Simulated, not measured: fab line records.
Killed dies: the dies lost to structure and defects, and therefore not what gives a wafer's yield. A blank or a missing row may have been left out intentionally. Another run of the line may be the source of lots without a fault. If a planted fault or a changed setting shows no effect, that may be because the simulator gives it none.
A lot that was struck, set against a sound lot -- flow sky130 -- 35 out of 708 route steps
Sound: the wafers L369.2, L369.5, L369.6. Wafers L380.1, L380.3, L380.4 were the ones struck. The cause is named last.
For every step that has rows: the tool of each side, followed by ch and its chambers, followed by its first start. Under that, the readings that differ: sound wafers -- struck wafers -- difference of the means -- sigmas: that difference in standard deviations of wafers without a fault.
alike: words and numbers the same on both sides, and readings whose means are apart by under 2 such deviations; not compared: readings that were withheld, readings missing a value for some wafer, numbers with overlapping values and no deviation given by the record, and bounds like >300 which may hide the same value.
Wherever a step has rows on one side only, a row that says differs or no value, or a row with sigmas, the two part there. Non-overlapping numbers with no deviation appear without sigmas and do not part them. Lack of a reading on every wafer of one side parts them only where that side has two or more wafers.

SKY_SD_P_CD_MEAS_07 targets a cd of 380 nm.
  sound: cdSem-02 at day 26 16:43; struck: cdSem-01 at day 30 14:06
  alike: cdNm
SKY_SD_P_OVL_MEAS_08:
  sound: overlay-02 at day 26 16:49; struck: overlay-01 at day 30 14:13
  alike: SD_P_OVL
following that, these wafers have no rows for 1 step: SKY_SD_P_IMPLANT_09.
SKY_SD_P_STRIP_10: strips in O2/N2.
  sound on plasmaAsher-01 ch 0,1, day 26 16:59; struck on plasmaAsher-04 ch 0,1, day 30 14:25
  alike: chamberPressureMTorr, drypumpMotorCurrentA, oesProductAu, stripTimeToEndpointS
  not compared: rfHoursCounterH
SKY_SD_P_TW_MEAS_11:
  sound: filmMetro-03 at day 26 17:06; struck: filmMetro-03 at day 30 14:31
  alike: SD_P_TW
then, 7 steps without rows for these wafers: SKY_RES_XHIGH_DEHYDRATE_00 (time 60 s); SKY_RES_XHIGH_HMDS_01 (prime time 60 s); SKY_RES_XHIGH_COAT_02 (resist thk 1140 nm); SKY_RES_XHIGH_SOFTBAKE_03 (time 60 s); SKY_RES_XHIGH_EXPOSE_04 (exposes mask URPM, target cd 1270 nm); SKY_RES_XHIGH_PEB_05; SKY_RES_XHIGH_DEVELOP_06 (develop time 60 s).
SKY_RES_XHIGH_IMPLANT_07:
  sound on implanter-01 ch 0, day 27 22:16; struck on implanter-03 ch 0, day 31 18:24
  alike: beamEnergyKeV
SKY_RES_XHIGH_STRIP_08: strips in O2/N2.
  sound on plasmaAsher-02 ch 0,1, day 27 22:23; struck on plasmaAsher-01 ch 0,1, day 31 18:33
reading,sound,struck,difference,sigmas
oesProductAu (a.u.),0.709 0.710 0.710,0.687 0.689 0.678,-0.025,-6
stripTimeToEndpointS (s),14.27 14.25 14.28,15.11 15.10 15.14,+0.85,+20
  alike: chamberPressureMTorr, drypumpMotorCurrentA
  not compared: rfHoursCounterH
SKY_RES_XHIGH_TW_MEAS_09:
  sound: filmMetro-04 at day 27 22:30; struck: filmMetro-04 at day 31 18:39
reading,sound,struck,difference,sigmas
RES_XHIGH_TW,1657 1651 1656,2045 2033 2037,+384,+20
then, 7 steps without rows for these wafers: SKY_SD_N_DEHYDRATE_00 (time 60 s); SKY_SD_N_HMDS_01 (prime time 60 s); SKY_SD_N_COAT_02 (resist thk 1140 nm); SKY_SD_N_SOFTBAKE_03 (time 60 s); SKY_SD_N_EXPOSE_04 (exposes mask NSDM, target cd 380 nm); SKY_SD_N_PEB_05; SKY_SD_N_DEVELOP_06 (develop time 60 s).
SKY_SD_N_CD_MEAS_07 targets a cd of 380 nm.
  sound: cdSem-02 at day 29 02:34; struck: cdSem-02 at day 32 22:34
  alike: cdNm
SKY_SD_N_OVL_MEAS_08:
  sound: overlay-02 at day 29 02:41; struck: overlay-01 at day 32 22:41
  alike: SD_N_OVL
then, 2 steps without rows for these wafers: SKY_SD_N_IMPLANT_09; SKY_SD_N_IMPLANT_10.
SKY_SD_N_STRIP_11: strips in O2/N2.
  sound on plasmaAsher-01 ch 0,1, day 29 03:01; struck on plasmaAsher-03 ch 0,1, day 32 23:02
  alike: chamberPressureMTorr, drypumpMotorCurrentA, oesProductAu, stripTimeToEndpointS
  not compared: rfHoursCounterH
SKY_SD_N_TW_MEAS_12:
  sound: filmMetro-01 at day 29 03:07; struck: filmMetro-03 at day 32 23:08
reading,sound,struck,difference,sigmas
SD_N_TW,3928 3914 3950,4048 4032 4053,+114,+2
then, 1 step without rows for these wafers: SKY_SD_N_CLEAN_13 (cleans in SC1/SC2, time 150 s).
SKY_SD_N_RTA_14: time 2 s.
  sound on rtpAnneal-01 ch 0, day 29 03:14; struck on rtpAnneal-02 ch 0, day 32 23:14
  alike: lampPowerPct, wafer_temp_C_max
SKY_SD_N_RS_MEAS_16: the measuring method here is four-point-probe.
  sound: filmMetro-03 at day 29 03:25; struck: filmMetro-04 at day 32 23:25
  alike: SD_N_RS
SKY_SD_N_RS_MEAS_17: the measuring method here is four-point-probe.
  sound: filmMetro-03 at day 29 03:32; struck: filmMetro-04 at day 32 23:32
  alike: SD_P_RS
SKY_SD_N_RS_MEAS_18: the measuring method here is four-point-probe.
  sound: filmMetro-03 at day 29 03:39; struck: filmMetro-04 at day 32 23:39
reading,sound,struck,difference,sigmas
RES_XHIGH_RS (ohm/sq),333.2 334.5 333.7,204.2 203.5 203.9,-129.9,-99 or more
then, 1 step without rows for these wafers: SKY_SALICIDE_CLEAN_00 (cleans in HF-last, time 30 s).
-- the record jumps here: 17 days lie between the struck wafers' starts before and after (it left off in module SALICIDE and takes up again in module PAD_OPEN, whose first step shown is number 708 of the route) --
SKY_PAD_OPEN_PROBE_99:
  sound: prober-02 at day 46 18:50; struck: prober-02 at day 49 12:43
reading,sound,struck,difference,sigmas
model.etest.resXhighPo.lineOhmUm,5912 5772 5826,1861 1906 1989,-3918,
model.etest.resXhighPo.rsOhmSq,2021 1988 2015,655 665.6 678.6,-1342,
  alike: killed_at_M0_to_M3, killed_at_M4_up, killedAtContacts, killedAtFrontEnd, killedAtOther, killedDies, killedOpen, killedShort

## WHERE THEY PART
Earliest at SKY_RES_XHIGH_STRIP_08; latest, in this record, at SKY_SD_N_RS_MEAS_18. Later steps at which nothing parts them and some readings are alike: SKY_PAD_OPEN_PROBE_99.

WHY: the cause the simulator had injected
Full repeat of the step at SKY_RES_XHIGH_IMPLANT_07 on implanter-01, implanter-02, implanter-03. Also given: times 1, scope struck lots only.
